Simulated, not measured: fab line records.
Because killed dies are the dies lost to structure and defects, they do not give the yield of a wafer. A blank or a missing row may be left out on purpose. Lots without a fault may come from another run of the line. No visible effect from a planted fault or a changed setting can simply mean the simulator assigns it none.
Code-filled problem report in 8D (eight disciplines) form	flow gf180mcu	the parts of the form that need people (team, actions taken, sign-off) are left out

## 1. THE PROBLEM
Wafers free of any fault read 1455 nm (standard deviation 19) for V5_CVD_02_THK at GF_V5_THK_MEAS_03, against a mean of 1263 nm on 6 wafers of 2 lots. That is -10 standard deviations from the usual mean.
The first sign was on wafer L498.1 at day 30 02:58, on filmMetro-03. Wafers with a number at this step in the record: 39, from 13 lots. Rule for "out" (also "out of limits"): further than 4 standard deviations from the usual mean. Any other wafer with a number is counted as sound.

## 2. WHAT IT IS, AND WHAT IT ISN'T
question	is	is not
which readings at this step	V5_CVD_02_THK	-
which lots	L498, L502	L487, L488, L490, L491, L492, L493, L495, L499, L506, L508, L509
which wafers of those lots	all that have a number	-
read on which gauges	filmMetro-02, filmMetro-03	filmMetro-04
when	from day 30 02:58	up to then (21 sound wafers); but 12 sound wafers of L499, L506, L508, L509 came after

## 3. WHAT RULES OUT EACH SUSPECT
Counting: a tool stays on the suspect list if, at a process step up to the reading, it processed all lots that are out and no sound lot following the first of them.
- the gauge at GF_V5_THK_MEAS_03 has been ruled out. The wafers that are out were read on 2 gauges (filmMetro-02, filmMetro-03).
- pecvd-01 at GF_V5_CVD_02 (deposits SiO2 from TEOS, target thk 1450 nm, time 163.28 s): kept. It processed each lot that is out, first L498 at day 30 02:51, and no sound lot thereafter; up to then, the last sound lot it processed was L493 at day 28 07:13. Out on those wafers are its own readings of rfFwdPowerW.
The count leaves pecvd-01 at GF_V5_CVD_02.

## 4. THE CAUSE (what the simulator had put in)
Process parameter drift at GF_V5_CVD_02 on pecvd-01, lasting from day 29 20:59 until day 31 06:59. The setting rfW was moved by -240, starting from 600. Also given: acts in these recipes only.
The count eliminated every tool but this one.

## 5. THE CHAIN OF EFFECTS, in route order
Rows list readings where the struck wafers' mean (over those with a number) sits beyond 3 standard deviations from the usual. Scope: only readings with a usual standard deviation given in the record; hours: median across lots of the time from each lot's start at the first step in this table that gives one to its start at this step; sigmas: change in usual standard deviations.
hours	step	reading	usual	on struck wafers	change	sigmas
0	GF_V5_CVD_02	rfFwdPowerW	597.4 W	357.0	-240.4	-99 or more
0	GF_V5_THK_MEAS_03	V5_CVD_02_THK	1455 nm	1263	-192	-10
Process steps it contains:
- GF_V5_CVD_02: deposits SiO2 from TEOS, target thk 1450 nm, time 163.28 s.
Later steps that measure or inspect, where all struck wafers having a row at the step show a number for every such reading and not one has moved that far: GF_V5_CD_MEAS_14.

## 6. WHAT WOULD HAVE CAUGHT IT SOONER
In this record the first reading out of limits at a measuring or inspecting step was taken at day 30 02:58, 6 hours after the fault began at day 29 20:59.
The tool's own readings at GF_V5_CVD_02 were out on every struck wafer that the step has a row for (rfFwdPowerW): an alarm limit on them would have fired on the first of those.
L502, from the lots that are out (2), started GF_V5_CVD_02 on pecvd-01 later than day 30 02:58. It would have been spared by a hold on the tool at that moment.
